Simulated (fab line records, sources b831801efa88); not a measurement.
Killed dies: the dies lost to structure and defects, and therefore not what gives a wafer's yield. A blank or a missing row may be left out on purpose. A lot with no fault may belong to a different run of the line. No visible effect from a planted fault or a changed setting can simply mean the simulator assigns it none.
A struck lot beside a sound one ; flow sky130 ; 32 steps out of a route of 708
Sound: wafers L416.2, L416.3, L416.5. Wafers struck: L422.3, L422.4, L422.6. The cause is named last.
Each step with rows lists, per side, the tool, then ch with its chambers, then its first start. Under that, the readings that differ: sound wafers ; struck wafers ; difference of the means ; sigmas: that difference in standard deviations of wafers without a fault.
alike: words and numbers the same on both sides, and readings whose means are apart by under 2 such deviations; not compared: readings that were withheld, readings missing a value for some wafer, numbers with overlapping values and no deviation given by the record, and bounds like >300 which may hide the same value.
Wherever a step has rows on one side only, a row that says differs or no value, or a row with sigmas, the two part there. When numbers do not overlap yet have no deviation, they are printed without sigmas and do not part them. Lack of a reading on every wafer of one side parts them only where that side has two or more wafers.

SKY_PWDE_OVL_MEAS_07:
  sound: overlay-01 at day 4 11:05; struck: overlay-02 at day 6 00:27
  alike: PWDE_OVL
then, 1 step without rows for these wafers: SKY_PWDE_IMPLANT_08.
SKY_PWDE_STRIP_09: strips in O2/N2.
  sound on plasma asher-02 ch 0,1, day 4 11:16; struck on plasma asher-01 ch 0,1, day 6 00:40
  alike: drypump motor current A, oes product au, strip time to endpoint s
  not compared: rf hours counter h
SKY_PWDE_TW_MEAS_10:
  sound: film metro-01 at day 4 11:22; struck: film metro-04 at day 6 00:44
  alike: PWDE_TW
then, 7 steps without rows for these wafers: SKY_NWELL_DEHYDRATE_03 (time 60 s); SKY_NWELL_HMDS_04 (prime time 60 s); SKY_NWELL_COAT_05 (resist thk 3000 nm); SKY_NWELL_SOFTBAKE_06; SKY_NWELL_EXPOSE_07 (exposes mask NWM, target cd 840 nm); SKY_NWELL_PEB_08; SKY_NWELL_DEVELOP_09 (develop time 60 s).
SKY_NWELL_OVL_MEAS_10:
  sound: overlay-02 at day 5 04:29; struck: overlay-02 at day 6 19:15
  alike: NWELL_00_OVL
SKY_NWELL_IMPLANT_11:
  sound on implanter-01 ch 0, day 5 04:33; struck on implanter-04 ch 0, day 6 19:19
reading;sound;struck;difference;sigmas
beam on s (s);10.17 10.00 9.99;7.54 7.82 7.57;-2.41;-13
faraday current uA;105.1 107.7 107.5;142.1 137.4 141.9;+33.7;+18
then, 2 steps without rows for these wafers: SKY_NWELL_IMPLANT_12; SKY_NWELL_IMPLANT_13.
SKY_NWELL_STRIP_14: strips in O2/N2.
  sound on plasma asher-03 ch 0,1, day 5 04:58; struck on plasma asher-02 ch 0,1, day 6 19:46
  alike: drypump motor current A, oes product au, strip time to endpoint s
  not compared: rf hours counter h
SKY_NWELL_TW_MEAS_15:
  sound: film metro-01 at day 5 05:05; struck: film metro-04 at day 6 19:50
reading;sound;struck;difference;sigmas
NWELL_TW;1814 1822 1823;1677 1690 1676;-139;-12
then, 7 steps without rows for these wafers: SKY_NWELL_DEHYDRATE_16 (time 60 s); SKY_NWELL_HMDS_17 (prime time 60 s); SKY_NWELL_COAT_18 (resist thk 3000 nm); SKY_NWELL_SOFTBAKE_19; SKY_NWELL_EXPOSE_20 (exposes mask NWM COMPLEMENT, target cd 840 nm); SKY_NWELL_PEB_21; SKY_NWELL_DEVELOP_22 (develop time 60 s).
SKY_NWELL_OVL_MEAS_23:
  sound: overlay-01 at day 5 23:08; struck: overlay-01 at day 7 14:46
  alike: NWELL_01_OVL
then, 1 step without rows for these wafers: SKY_NWELL_IMPLANT_24.
SKY_NWELL_STRIP_25: strips in O2/N2.
  sound on plasma asher-02 ch 0,1, day 5 23:19; struck on plasma asher-04 ch 0,1, day 7 14:58
  alike: drypump motor current A, oes product au, strip time to endpoint s
  not compared: rf hours counter h
SKY_NWELL_TW_MEAS_26:
  sound: film metro-04 at day 5 23:26; struck: film metro-01 at day 7 15:04
  alike: NWELL_2_TW
then, 1 step without rows for these wafers: SKY_NWELL_CLEAN_27 (cleans in SC1/SC2, time 150 s).
SKY_NWELL_RTA_28: time 30 s.
  sound on rtp anneal-01 ch 0, day 5 23:33; struck on rtp anneal-01 ch 0, day 7 15:11
  alike: chamber o2 ppm, lamp power pct, wafer_temp_C_max
SKY_NWELL_RS_MEAS_29: measurement is done with a four-point probe.
  sound: film metro-03 at day 5 23:39; struck: film metro-01 at day 7 15:17
reading;sound;struck;difference;sigmas
NWELL_RS (ohm/sq);627.0 625.5 623.2;721.1 720.3 719.5;+95.1;+56
-- the record jumps here: 40 days lie between the struck wafers' starts before and after (it left off in module NWELL and takes up again in module PAD_OPEN, whose first step shown is number 708 of the route) --
SKY_PAD_OPEN_PROBE_99:
  sound: prober-01 at day 46 21:50; struck: prober-02 at day 48 01:37
reading;sound;struck;difference;sigmas
model.etest.nfet_16v.r on ohm um;1.414e+04 1.414e+04 1.408e+04;1.498e+04 1.526e+04 1.497e+04;+9.500e+02;
model.etest.res nwell.line ohm um;1070 1056 1059;1401 1504 1369;+363;
model.etest.res nwell.rs ohm sq;886.8 877.5 887.6;1153 1226 1137;+288;
model.etest.res nwell.width nm (nm);835.6 833.4 833;822.5 819.5 816.3;-14.6;
model.etest.res iso pwell.width nm (nm);2649 2653 2645;2682 2670 2664;+23;
  alike: killed_at_M0_to_M3, killed_at_M4_up, killed at contacts, killed at front end, killed at other, killed dies, killed open, killed short
  not compared: model.etest.tip_p_5v.rs ohm sq, model.etest.pfet_16v.drive ua um, model.etest.field p.vt v

== WHERE THEY PART ==
Last at SKY_NWELL_RS_MEAS_29 as far as this record goes, first at SKY_NWELL_IMPLANT_11. Later steps at which nothing parts them and some readings are alike: SKY_PAD_OPEN_PROBE_99.

WHY: what had been put in by the simulator
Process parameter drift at SKY_NWELL_IMPLANT_11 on implanter-04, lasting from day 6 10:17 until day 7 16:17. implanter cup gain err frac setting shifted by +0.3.
